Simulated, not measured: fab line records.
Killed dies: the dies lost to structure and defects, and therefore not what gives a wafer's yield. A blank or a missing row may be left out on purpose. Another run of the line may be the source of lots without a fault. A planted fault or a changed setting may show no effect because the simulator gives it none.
8D (eight disciplines) problem report, filled in by code	flow gf180mcu	the parts of the form that need people (team, actions taken, sign-off) are left out

== 1. THE ISSUE ==
NSD_RS at GF_PSD_RS_MEAS_14 reads a mean of 47.58 ohm/sq on 3 wafers of 1 lot; wafers without a fault read 46.09 ohm/sq with a standard deviation of 0.08. Relative to the usual mean, that is a shift of +19 standard deviations.
The step: measures by four-point-probe.
First seen on wafer L823.1, day 18 19:09, on filmMetro-02. The record has a number at this step for 39 wafers belonging to 13 lots. The rule behind "out" and "out of limits": a value lying over 4 standard deviations away from the usual mean. Any other wafer with a number is counted as sound.

== 2. WHAT IT IS AND WHAT IT IS NOT ==
question	is	is not
which readings at this step	NSD_RS	-
which lots	L823	L811, L812, L813, L814, L815, L819, L821, L828, L829, L830, L831, L834
which wafers of those lots	all that have a number	-
read on which gauges	filmMetro-02	filmMetro-01, filmMetro-04
when	from day 18 19:09	up to then (21 sound wafers); but 15 sound wafers of L828, L829, L830, L831, L834 came after

== 3. WHAT RULES OUT EACH SUSPECT ==
Counting: a tool at a process step up to the reading stays a suspect if it ran every lot that is out and no sound lot after the first of them.
- the gauge at GF_PSD_RS_MEAS_14: kept. All the wafers that are out were read on filmMetro-02, and no step on other tools shows them out.
- implanter-02 at GF_NSD_IMPLANT_10: kept. It ran the lot that is out, L823 (day 17 18:38), and no sound lot after that; its last sound lot up to then is L821 (day 16 23:11).
After counting, implanter-02 at GF_NSD_IMPLANT_10 and filmMetro-02 at GF_PSD_RS_MEAS_14 remain.

== 4. THE CAUSE (what the simulator had put in) ==
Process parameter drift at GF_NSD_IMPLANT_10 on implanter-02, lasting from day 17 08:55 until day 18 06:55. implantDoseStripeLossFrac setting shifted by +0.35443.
Of the 2 suspects that counting leaves, this tool is one.

== 5. THE CHAIN OF EFFECTS, in route order ==
Rows list readings where the struck wafers' mean (over those with a number) sits beyond 3 standard deviations from the usual. Scope: only readings with a usual standard deviation given in the record; hours: median across lots of the time from each lot's start at the first step in this table that gives one to its start at this step; sigmas: change in usual standard deviations.
hours	step	reading	usual	on struck wafers	change	sigmas
0	GF_PSD_RS_MEAS_14	NSD_RS	46.09 ohm/sq	47.58	+1.49	+19

== 6. WHAT WOULD HAVE CAUGHT IT SOONER ==
34 hours passed between the start of the fault at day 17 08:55 and the first reading out of limits at a measuring or inspecting step in this record, taken at day 18 19:09.
No tool reading at GF_NSD_IMPLANT_10 that has a usual standard deviation in the record was out on any struck wafer, so an alarm limit of 4 standard deviations on those readings would not have fired.
The start of GF_NSD_IMPLANT_10 on implanter-02 came by day 18 19:09 for every one of the lots that are out (1). Had the tool been put on hold then, not one of them would have been saved.
